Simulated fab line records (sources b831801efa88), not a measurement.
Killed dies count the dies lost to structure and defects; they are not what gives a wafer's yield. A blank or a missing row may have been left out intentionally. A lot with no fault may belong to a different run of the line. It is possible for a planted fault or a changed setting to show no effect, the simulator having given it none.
fab line records	flow sky130	part 1 of 2: steps 1 to 42 of 43
record lots=6	wafers=18	last_day=48
route steps=708 shown METAL3@557 VIA3@573 METAL4@598 PAD_OPEN@708
lots untouched by any fault: they come from a run of this same line in which no faults occurred
start_h: the number of hours between the record's first day and the start of the first shown wafer of the lot	wait_h: hours from the lot's prior step to this one	" identical to the entry in the row above	L1.1+2: one row covering several wafers at once	- either no value or no given start	* or withheld: withheld	< > ~ a bound
route shown NAME@n: NAME is a module with steps in the file, n the number in the route of the first one	usual: the fault-free wafers' mean and standard deviation	same: alike in all rows	chamber/n: place in a boat	sites: readings site by site	_std_site: their standard deviation	_edge_site: mean of outer sites minus mean of inner sites	radius_mm: for every site, how far away it sits from the centre of the wafer	mask NAME#n: copy n	behind: the most recent tool/chamber to have shaped the wafer	hold: what put the lot on hold/how long, in hours/how the hold closed	device: whichever transistor did not switch (one of n, p or np)	end of line: tests of these same wafers at the route's end	for a step that has no rows: nothing shown but its recipe	killed: the dies lost at the first sort to structure and to defects; this is not the yield of the wafer	map: dies across one wafer; x = killed, . = not, _ = none there
set.NAME: the setting that was run; set.NAME@STEP: the one run at that earlier step	model.NAME: the simulator's own value behind a step, which no gauge read
lots at selected steps of the route; one table per step, one row per wafer
services: a tool's chamber out of use, with start hour (start_h, from the record's first day; less than 0 if before it), hours out, and reason
## steps
# step SKY_METAL3_COAT_07
# recipe resist=BARC	temp_c=withheld	time_s=withheld	spin_rpm=3000	resist_thk_nm=60
# step SKY_METAL3_COAT_08
# recipe resist=KrF-thick	spin_rpm=3000	resist_thk_nm=1154
# step SKY_METAL3_SOFTBAKE_09
# recipe temp_c=100	time_s=90	resist=KrF-thick
# step SKY_METAL3_EXPOSE_10
# recipe mask_id=MM3	na=0.68	source_shape=annular	sigma_inner=0.4	sigma_outer=0.8	target_cd_nm=300	dose_mj=28
# step SKY_METAL3_PEB_11
# recipe peb_temp_c=withheld	peb_time_s=withheld	resist=KrF-thick
# step SKY_METAL3_DEVELOP_12
# recipe develop_time_s=60	resist=KrF-thick	dev_temp_c=21
# step SKY_METAL3_CD_MEAS_13
# recipe target_cd_nm=300
# usual cd_nm=300.3/1.2
lot.wafer	tool	chamber	start_h	wait_h	cd_nm
L298.2	cd_sem-01	-	894.39	-	301.7
L298.3	"	-	"	"	301.6
L298.5	"	-	"	"	302.7
L301.2	cd_sem-02	-	922.16	-	301.3
L301.3	"	-	"	"	299.2
L301.4	"	-	"	"	299.3
L305.1	cd_sem-01	-	950.12	-	300.2
L305.2	"	-	"	"	300.2
L305.6	"	-	"	"	299.3
L307.1	cd_sem-01	-	966.78	-	300.4
L307.2	"	-	"	"	299.7
L307.4	"	-	"	"	300.0
L312.4	cd_sem-02	-	994.84	-	300.0
L312.5	"	-	"	"	301.0
L312.6	"	-	"	"	299.3
L313.2	cd_sem-01	-	1006.59	-	300.3
L313.4	"	-	"	"	299.7
L313.5	"	-	"	"	298.4
# step SKY_METAL3_OVL_MEAS_14
# usual METAL3_OVL=-2/5.4
lot.wafer	tool	chamber	start_h	wait_h	METAL3_OVL[nm]
L298.2	overlay-01	-	894.49	0.1	2
L298.3	"	-	"	"	3
L298.5	"	-	"	"	3
L301.2	overlay-01	-	922.26	0.1	0
L301.3	"	-	"	"	-1
L301.4	"	-	"	"	-1
L305.1	overlay-01	-	950.24	0.1	8
L305.2	"	-	"	"	7
L305.6	"	-	"	"	2
L307.1	overlay-02	-	966.90	0.1	-3
L307.2	"	-	"	"	-2
L307.4	"	-	"	"	-1
L312.4	overlay-02	-	994.91	0.1	-7
L312.5	"	-	"	"	-1
L312.6	"	-	"	"	-6
L313.2	overlay-01	-	1006.69	0.1	-5
L313.4	"	-	"	"	1
L313.5	"	-	"	"	0
# step SKY_METAL3_DESCUM_15
# recipe chemistry=O2	source_power_w=150	bias_power_w=0	pressure_mtorr=10	temp_c=40	time_s=8
# step SKY_METAL3_ETCH_16
# recipe chemistry=N2/H2	target=BARC	ion_energy_ev=200	bias_w=100	pressure_mtorr=30	n2_flow_sccm=100	h2_flow_sccm=200	icp_w=500	stop_on=SiO2	time_s=88.2	target_depth_a=600
# step SKY_METAL3_ETCH_17
# recipe target=SiO2	stop_on=TiN	chemistry=C4F8/O2/Ar	source_w=1500	bias_w=1200	pressure_mtorr=40	c4f8_flow_sccm=withheld	O2_flow_sccm=6	Ar_flow_sccm=300	time_s=3.9	target_depth_a=150
# usual oes_product_au=0.754/0.0075
lot.wafer	tool	chamber	start_h	wait_h	oes_product_au	rf_hours_counter_h
L298.2	rie_diel-02	3	894.65	0.1	0.761	30
L298.3	"	1	"	"	0.767	14
L298.5	"	2	"	"	0.763	-
L301.2	rie_diel-01	0	922.42	0.1	0.754	3
L301.3	"	1	"	"	0.753	19
L301.4	"	2	"	"	0.764	23
L305.1	rie_diel-03	0	950.40	0.1	0.760	11
L305.2	"	2	"	"	0.755	19
L305.6	"	3	"	"	0.760	-
L307.1	rie_diel-01	3	967.06	0.1	0.744	7
L307.2	"	1	"	"	0.752	21
L307.4	"	0	"	"	0.741	4
L312.4	rie_diel-01	2	995.06	0.0	0.752	25
L312.5	"	1	"	"	0.751	-
L312.6	"	0	"	"	0.754	-
L313.2	rie_diel-03	1	1006.85	0.1	0.743	21
L313.4	"	3	"	"	0.751	13
L313.5	"	3	"	"	0.741	-
# step SKY_METAL3_METAL_ETCH_18
# recipe target_depth_a=8450	stop_on=SiO2	over_etch_frac=0.3	time_s=183.1	chemistry=Cl2/BCl3	resist_sidewall_deg=88	pressure_mtorr=10	icp_w=900	bias_w=48.5	Cl2_flow_sccm=60	bcl3_flow_sccm=30
# step SKY_METAL3_STRIP_19
# recipe chemistry=O2/N2	power_w=1400	pressure_mtorr=1500	platen_temp_c=withheld	o2_flow_sccm=3000	n2_flow_sccm=300	overash_fraction=0.5
# usual drypump_motor_current_A=5.7/0.38	oes_product_au=0.511/0.0056	strip_time_to_endpoint_s=6.73/0.068
lot.wafer	tool	chamber	start_h	wait_h	drypump_motor_current_A	oes_product_au	rf_hours_counter_h	strip_time_to_endpoint_s
L298.2	plasma_asher-02	1	894.85	0.1	6.0	0.503	79	6.60
L298.3	"	0	"	"	6.0	0.500	-	6.73
L298.5	"	0	"	"	6.0	0.512	-	6.62
L301.2	plasma_asher-03	0	922.62	0.1	5.9	0.519	107	6.79
L301.3	"	1	"	"	5.8	0.513	-	6.70
L301.4	"	0	"	"	5.9	0.515	-	6.79
L305.1	plasma_asher-02	1	950.60	0.1	6.0	0.506	85	6.78
L305.2	"	0	"	"	6.0	0.509	85	6.67
L305.6	"	1	"	"	6.0	0.510	-	6.78
L307.1	plasma_asher-02	0	967.26	0.1	6.0	0.498	87	6.62
L307.2	"	1	"	"	6.0	0.509	87	6.70
L307.4	"	1	"	"	6.0	0.507	-	6.71
L312.4	plasma_asher-01	1	995.29	0.1	4.9	0.518	-	6.76
L312.5	"	1	"	"	4.9	0.507	-	6.74
L312.6	"	0	"	"	5.6	0.514	-	6.80
L313.2	plasma_asher-01	0	1007.11	0.2	5.6	0.507	24	6.69
L313.4	"	0	"	"	5.6	0.513	-	6.74
L313.5	"	0	"	"	5.6	0.512	-	6.74
# step SKY_METAL3_STRIP_20
# recipe chemistry=post_etch_residue_remover	time_s=1200	temp_c=72.5
# step SKY_METAL3_CLEAN_21
# recipe chemistry=IPA	time_s=180	temp_c=25
# step SKY_METAL3_CLEAN_22
# recipe chemistry=O3/DIW	dry=n2_spin
# step SKY_VIA3_HDPCVD_00
# recipe material=SiO2	target_thk_nm=1635	sigma_open_frac=0.3	time_s=272.5	temp_c=400	sih4_flow_sccm=60	pressure_mtorr=6
# step SKY_VIA3_THK_MEAS_01
# recipe reads=SiO2_of_VIA3_HDPCVD_00
# usual VIA3_HDPCVD_THK=1642/18
lot.wafer	tool	chamber	start_h	wait_h	VIA3_HDPCVD_THK[nm]
L298.2	film_metro-03	-	895.62	0.1	1664
L298.3	"	-	"	"	1657
L298.5	"	-	"	"	1651
L301.2	film_metro-04	-	923.39	0.1	1659
L301.3	"	-	"	"	1654
L301.4	"	-	"	"	1667
L305.1	film_metro-02	-	951.36	0.1	1618
L305.2	"	-	"	"	1643
L305.6	"	-	"	"	1638
L307.1	film_metro-04	-	968.06	0.1	1627
L307.2	"	-	"	"	1639
L307.4	"	-	"	"	1620
L312.4	film_metro-03	-	996.10	0.0	1599
L312.5	"	-	"	"	1630
L312.6	"	-	"	"	1603
L313.2	film_metro-03	-	1007.89	0.1	1656
L313.4	"	-	"	"	1639
L313.5	"	-	"	"	1646
# step SKY_VIA3_CMP_02
# recipe material=SiO2	down_force_psi=4	platen_rpm=60	pad_velocity_m_s=0.94248
# step SKY_VIA3_BOW_MEAS_03
# recipe mode=bow
# usual VIA3_BOW=82/7.6
lot.wafer	tool	chamber	start_h	wait_h	VIA3_BOW[um]
L298.2	film_metro-04	-	895.99	0.3	70
L298.3	"	-	"	"	67
L298.5	"	-	"	"	74
L301.2	film_metro-04	-	923.76	0.2	76
L301.3	"	-	"	"	76
L301.4	"	-	"	"	80
L305.1	film_metro-04	-	951.72	0.2	83
L305.2	"	-	"	"	86
L305.6	"	-	"	"	81
L307.1	film_metro-03	-	968.42	0.2	76
L307.2	"	-	"	"	85
L307.4	"	-	"	"	77
L312.4	film_metro-03	-	996.49	0.3	83
L312.5	"	-	"	"	88
L312.6	"	-	"	"	82
L313.2	film_metro-04	-	1008.26	0.2	70
L313.4	"	-	"	"	81
L313.5	"	-	"	"	84
# step SKY_VIA3_DEHYDRATE_04
# recipe temp_c=200	time_s=60
# step SKY_VIA3_HMDS_05
# recipe prime_time_s=60	prime_temp_c=120
# step SKY_VIA3_COAT_06
# recipe resist=BARC	temp_c=withheld	time_s=withheld	spin_rpm=3000	resist_thk_nm=60
# step SKY_VIA3_COAT_07
# recipe resist=KrF-thick	spin_rpm=3000	resist_thk_nm=450
# step SKY_VIA3_SOFTBAKE_08
# recipe temp_c=100	time_s=90	resist=KrF-thick
# step SKY_VIA3_EXPOSE_09
# recipe mask_id=VIM3	na=0.8	source_shape=annular	sigma_inner=0.55	sigma_outer=0.85	target_cd_nm=200	dose_mj=38
# step SKY_VIA3_PEB_10
# recipe peb_temp_c=withheld	peb_time_s=withheld	resist=KrF-thick
# step SKY_VIA3_DEVELOP_11
# recipe develop_time_s=60	resist=KrF-thick	dev_temp_c=21
# step SKY_VIA3_CD_MEAS_12
# recipe target_cd_nm=200
# usual cd_nm=199.9/1.7
lot.wafer	tool	chamber	start_h	wait_h	cd_nm
L298.2	cd_sem-01	-	921.11	-	200.1
L298.3	"	-	"	"	200.1
L298.5	"	-	"	"	198.9
L301.2	cd_sem-01	-	948.00	-	197.7
L301.3	"	-	"	"	198.2
L301.4	"	-	"	"	198.1
L305.1	cd_sem-01	-	975.68	-	199.2
L305.2	"	-	"	"	201.0
L305.6	"	-	"	"	201.0
L307.1	cd_sem-01	-	991.19	-	198.3
L307.2	"	-	"	"	195.4
L307.4	"	-	"	"	197.4
L312.4	cd_sem-02	-	1018.35	-	200.2
L312.5	"	-	"	"	200.5
L312.6	"	-	"	"	200.2
L313.2	cd_sem-01	-	1030.95	-	201.3
L313.4	"	-	"	"	201.6
L313.5	"	-	"	"	200.3
# step SKY_VIA3_OVL_MEAS_13
# usual VIA3_OVL=-2/4.9
lot.wafer	tool	chamber	start_h	wait_h	VIA3_OVL[nm]
L298.2	overlay-02	-	921.21	0.1	-5
L298.3	"	-	"	"	-4
L298.5	"	-	"	"	-5
L301.2	overlay-02	-	948.11	0.1	6
L301.3	"	-	"	"	-1
L301.4	"	-	"	"	-4
L305.1	overlay-01	-	975.80	0.1	-4
L305.2	"	-	"	"	2
L305.6	"	-	"	"	3
L307.1	overlay-01	-	991.31	0.1	-6
L307.2	"	-	"	"	-8
L307.4	"	-	"	"	-3
L312.4	overlay-01	-	1018.43	0.1	-7
L312.5	"	-	"	"	6
L312.6	"	-	"	"	7
L313.2	overlay-02	-	1031.05	0.1	-7
L313.4	"	-	"	"	-5
L313.5	"	-	"	"	-1
# step SKY_VIA3_ETCH_14
# recipe chemistry=N2/H2	target=BARC	ion_energy_ev=200	source_w=500	bias_w=100	pressure_mtorr=30	n2_flow_sccm=100	h2_flow_sccm=200	stop_on=SiO2	time_s=45.9	target_depth_a=600
# step SKY_VIA3_ETCH_15
# recipe target=SiO2	chemistry=C4F8/O2/Ar	target_depth_nm=507	stop_on=TiN	mask_material=KrF-thick	source_w=1500	bias_w=1200	pressure_mtorr=40	c4f8_flow_sccm=withheld	O2_flow_sccm=6	Ar_flow_sccm=300	time_s=78
# usual oes_product_au=0.946/0.0048
lot.wafer	tool	chamber	start_h	wait_h	oes_product_au	rf_hours_counter_h
L298.2	rie_diel-04	2	921.29	0.0	0.943	13
L298.3	"	0	"	"	0.955	19
L298.5	"	1	"	"	0.948	-
L301.2	rie_diel-04	1	948.18	0.0	0.949	17
L301.3	"	3	"	"	0.949	0
L301.4	"	0	"	"	0.950	20
L305.1	rie_diel-02	0	975.87	0.0	0.945	2
L305.2	"	3	"	"	0.951	1
L305.6	"	0	"	"	0.944	-
L307.1	rie_diel-04	2	991.39	0.0	0.952	15
L307.2	"	1	"	"	0.946	18
L307.4	"	3	"	"	0.953	1
L312.4	rie_diel-02	1	1018.52	0.0	0.940	-
L312.5	"	2	"	"	0.947	-
L312.6	"	0	"	"	0.951	-
L313.2	rie_diel-04	0	1031.12	0.0	0.943	22
L313.4	"	1	"	"	0.937	20
L313.5	"	2	"	"	0.943	-
# step SKY_VIA3_STRIP_16
# recipe chemistry=O2/N2	power_w=1400	pressure_mtorr=1500	platen_temp_c=withheld	o2_flow_sccm=3000	n2_flow_sccm=300	overash_fraction=0.5
# step SKY_VIA3_STRIP_17
# recipe chemistry=post_etch_residue_remover	time_s=1200	temp_c=72.5
# step SKY_VIA3_CLEAN_18
# recipe chemistry=IPA	time_s=180	temp_c=25
# step SKY_VIA3_CLEAN_19
# recipe chemistry=O3/DIW	dry=n2_spin
# step SKY_VIA3_SPUTTER_20
# recipe material=TiN	target_thk_nm=20	chamber_pressure_pa=5	power_w=4000	time_s=80
# usual throttle_valve_pct=30.1/1.4
lot.wafer	tool	chamber	start_h	wait_h	throttle_valve_pct
L298.2	pvd_sputter-02	-	921.94	0.0	31.2
L298.3	"	-	"	"	32.0
L298.5	"	-	"	"	28.2
L301.2	pvd_sputter-04	-	948.83	0.0	31.4
L301.3	"	-	"	"	29.5
L301.4	"	-	"	"	28.1
L305.1	pvd_sputter-02	-	976.53	0.0	28.9
L305.2	"	-	"	"	31.4
L305.6	"	-	"	"	31.7
L307.1	pvd_sputter-02	-	992.09	0.0	31.7
L307.2	"	-	"	"	31.5
L307.4	"	-	"	"	28.8
L312.4	pvd_sputter-03	-	1019.15	0.0	29.1
L312.5	"	-	"	"	29.4
L312.6	"	-	"	"	29.6
L313.2	pvd_sputter-02	-	1031.78	0.0	31.0
L313.4	"	-	"	"	31.8
L313.5	"	-	"	"	31.5
# step SKY_VIA3_CVD_21
# recipe material=W	target_thk_nm=390	time_s=117.31	temp_c=400	pressure_torr=40
# usual chamber_pressure_Torr=39.99/0.089	heater_power_w=888/93
lot.wafer	tool	chamber	start_h	wait_h	chamber_pressure_Torr	heater_power_w
L298.2	cvd_w-01	1	922.00	0.0	39.99	976
L298.3	"	1	"	"	40.18	985
L298.5	"	1	"	"	40.10	983
L301.2	cvd_w-01	1	948.89	0.0	40.00	992
L301.3	"	0	"	"	39.94	855
L301.4	"	1	"	"	39.93	993
L305.1	cvd_w-02	1	976.59	0.0	39.96	874
L305.2	"	0	"	"	39.98	769
L305.6	"	0	"	"	40.08	743
L307.1	cvd_w-02	0	992.15	0.0	40.10	743
L307.2	"	1	"	"	39.86	914
L307.4	"	0	"	"	40.10	735
L312.4	cvd_w-02	0	1019.25	0.1	40.07	761
L312.5	"	1	"	"	40.03	905
L312.6	"	0	"	"	40.04	740
L313.2	cvd_w-02	0	1031.84	0.0	40.08	762
L313.4	"	1	"	"	39.92	921
L313.5	"	0	"	"	39.96	748
# step SKY_VIA3_RS_MEAS_22
# recipe thk_meas_gauge=four-point-probe	reads=W_of_VIA3_CVD_21+TiN_of_VIA3_SPUTTER_20
# usual VIA3_W_RS=0.295/0.0034
lot.wafer	tool	chamber	start_h	wait_h	VIA3_W_RS[ohm/sq]
L298.2	film_metro-04	-	922.14	0.1	0.288
L298.3	"	-	"	"	0.285
L298.5	"	-	"	"	0.289
L301.2	film_metro-03	-	949.04	0.1	0.294
L301.3	"	-	"	"	0.295
L301.4	"	-	"	"	0.295
L305.1	film_metro-02	-	976.71	0.1	0.295
L305.2	"	-	"	"	0.296
L305.6	"	-	"	"	0.301
L307.1	film_metro-02	-	992.27	0.1	0.296
L307.2	"	-	"	"	0.297
L307.4	"	-	"	"	0.299
L312.4	film_metro-02	-	1019.39	0.1	0.295
L312.5	"	-	"	"	0.299
L312.6	"	-	"	"	0.297
L313.2	film_metro-04	-	1031.98	0.1	0.295
L313.4	"	-	"	"	0.297
L313.5	"	-	"	"	0.297
# step SKY_VIA3_THK_MEAS_23
# recipe thk_meas_gauge=xrf	reads=W_of_VIA3_CVD_21
# usual VIA3_W_THK=400/7.5
lot.wafer	tool	chamber	start_h	wait_h	VIA3_W_THK[nm]
L298.2	film_metro-04	-	922.25	0.1	416
L298.3	"	-	"	"	416
L298.5	"	-	"	"	413
L301.2	film_metro-03	-	949.15	0.1	405
L301.3	"	-	"	"	403
L301.4	"	-	"	"	399
L305.1	film_metro-02	-	976.83	0.1	394
L305.2	"	-	"	"	395
L305.6	"	-	"	"	387
L307.1	film_metro-02	-	992.39	0.1	393
L307.2	"	-	"	"	391
L307.4	"	-	"	"	391
L312.4	film_metro-02	-	1019.48	0.1	393
L312.5	"	-	"	"	389
L312.6	"	-	"	"	392
L313.2	film_metro-04	-	1032.09	0.1	401
L313.4	"	-	"	"	401
L313.5	"	-	"	"	403
# step SKY_VIA3_CMP_24
# recipe stop_on=SiO2	t_overpolish_s=20	down_force_psi=3.5	platen_rpm=60	target_thk_nm=0	pad_velocity_m_s=0.94248
# usual motor_current_A=11.5/0.93	overpolish_run_s=20.000/0.0078	time_to_endpoint_s=92/4.2
# same t_overpolish_s=20
lot.wafer	tool	chamber	start_h	wait_h	motor_current_A	overpolish_run_s	time_to_endpoint_s
L298.3	cmp-02	1	922.35	0.1	11.9	20.006	106
L298.2	"	3	"	"	11.8	19.992	91
L298.5	"	1	"	"	11.6	19.998	103
L301.3	cmp-01	2	949.25	0.1	11.2	20.015	92
L301.4	"	3	"	"	10.4	20.001	94
L301.2	"	0	"	"	11.8	19.990	95
L305.1	cmp-02	2	976.89	0.1	13.6	20.005	95
L305.2	"	1	"	"	11.4	20.004	99
L305.6	"	3	"	"	12.2	19.990	91
L307.2	cmp-02	3	992.45	0.0	12.5	20.002	88
L307.1	"	1	"	"	11.7	20.000	96
L307.4	"	2	"	"	13.9	19.998	90
L312.4	cmp-02	3	1019.56	0.1	11.9	20.005	89
L312.6	"	2	"	"	12.7	19.994	87
L312.5	"	3	"	"	12.0	19.988	86
L313.4	cmp-02	0	1032.24	0.1	11.2	19.989	85
L313.2	"	1	"	"	11.4	19.998	94
L313.5	"	3	"	"	12.4	20.004	84
# step SKY_METAL4_SPUTTER_00
# recipe material=Ti	target_thk_nm=15	power_w=3000	time_s=10	chamber_pressure_pa=0.4
